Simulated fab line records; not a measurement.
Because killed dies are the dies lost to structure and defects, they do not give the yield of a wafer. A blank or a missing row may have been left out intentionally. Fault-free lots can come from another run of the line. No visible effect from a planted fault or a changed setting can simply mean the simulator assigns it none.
Split-lot study ; flow sfq_line ; 23 wafers read across 5 lots, on a route 325 steps long

ON THE SPLIT
At SFQ_TRILAYER_M8_LITHO_COAT_193 (resist thk 600 nm), the setting resist_thk_nm was moved away from the recipe's 600 nm on 7 of the 23 wafers read, by -5.6% to +5.4%. All remaining wafers had this setting at the recipe value.

The reading is taken at the split's own step.

THE READING
KrF_of_TRILAYER_M8_LITHO_COAT_193.thk_nm (the simulator's own value, which no gauge read), in nm, at SFQ_TRILAYER_M8_LITHO_COAT_193 (resist thk 600 nm). There is no usual value for it anywhere in the file. Here, 16 wafers ran the recipe; their average is 599.9 nm with a standard deviation of 1.6 nm.

wafer;tool, chamber at the split;resist_thk_nm as run, nm;against the recipe;KrF_of_TRILAYER_M8_LITHO_COAT_193.thk_nm, nm;against lot-mates on the recipe
L075.1;litho_track-01, 0;600;recipe;600.6;-
L075.2;litho_track-01, 0;632.6;+5.4%;633.3;+34.2
L075.3;litho_track-01, 0;632.6;+5.4%;633.1;+34.0
L075.4;litho_track-01, 0;600;recipe;599;-
L075.5;litho_track-01, 0;600;recipe;597.8;-
L076.1;litho_track-01, 0;600;recipe;600.8;-
L076.2;litho_track-01, 0;600;recipe;600.2;-
L076.4;litho_track-01, 0;600;recipe;600.2;-
L076.5;litho_track-01, 0;600;recipe;600.1;-
L076.6;litho_track-01, 0;600;recipe;601;-
L077.1;litho_track-02, 0;600;recipe;600.7;-
L077.2;litho_track-02, 0;600;recipe;599.5;-
L077.3;litho_track-02, 0;566.3;-5.6%;564.8;-35.1
L077.4;litho_track-02, 0;600;recipe;599.4;-
L077.5;litho_track-02, 0;566.3;-5.6%;566.7;-33.2
L082.2;litho_track-03, 0;600;recipe;597.6;-
L082.3;litho_track-03, 0;566.2;-5.6%;564.5;-32.6
L082.4;litho_track-03, 0;600;recipe;596.6;-
L082.5;litho_track-03, 0;566.2;-5.6%;564.4;-32.7
L082.6;litho_track-03, 0;566.2;-5.6%;564;-33.1
L083.2;litho_track-01, 0;600;recipe;599.8;-
L083.3;litho_track-01, 0;600;recipe;602.7;-
L083.6;litho_track-01, 0;600;recipe;602.6;-

THE FIT
A straight line over all 23 wafers: KrF_of_TRILAYER_M8_LITHO_COAT_193.thk_nm changes by +6.19 nm for each +1% of resist_thk_nm; r = +1.00; the points scatter about the line by 1.5 nm.
The same after taking each lot's own level away (the mean of its wafers on the recipe; 23 wafers): +6.04 nm for each +1%; r = +1.00; scatter 0.97 nm.
The reading moves by 34 nm for the largest change in resist_thk_nm, on that fit.
Across the lots, their own levels run from 597.10 to 601.70 nm, a range of 2.9 times the standard deviation given above.
So the lot-to-lot level changes the slope little: the two slopes agree.
Check: -34 nm against its lot-mates is what the line predicts for one of the wafers moved furthest among these (-5.6%) when that wafer is left out of the fit. It came out at -32.6 nm against them.

OTHER SPLITS APPLIED TO THESE WAFERS
These wafers also went through other splits before the reading. Each is held against what the fit with the lots' levels taken away leaves over:
other split on the same wafers;wafers away from the commonest value;r with KrF_of_TRILAYER_M8_LITHO_COAT_193.thk_nm (lot level and that fit taken away)
SFQ_TRILAYER_I6_VIA_LITHO_PEB_172 peb_temp_c;11;+0.23
SFQ_TRILAYER_M7_LITHO_COAT_182 resist_thk_nm;6;-0.39
SFQ_TRILAYER_M7_LITHO_EXPOSE_178 dose_mj;5;-0.15
SFQ_TRILAYER_M7_ETCH_METAL_ETCH_180 time_s;7;-0.10
SFQ_TRILAYER_I7_VIA_LITHO_COAT_192 spin_rpm;7;+0.03
SFQ_TRILAYER_I7_VIA_LITHO_PEB_190 peb_temp_c;11;+0.18

FILE'S OWN FIT
KrF_of_TRILAYER_M8_LITHO_COAT_193.thk_nm changes by +6.05 nm for each +1% of resist_thk_nm, r = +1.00.
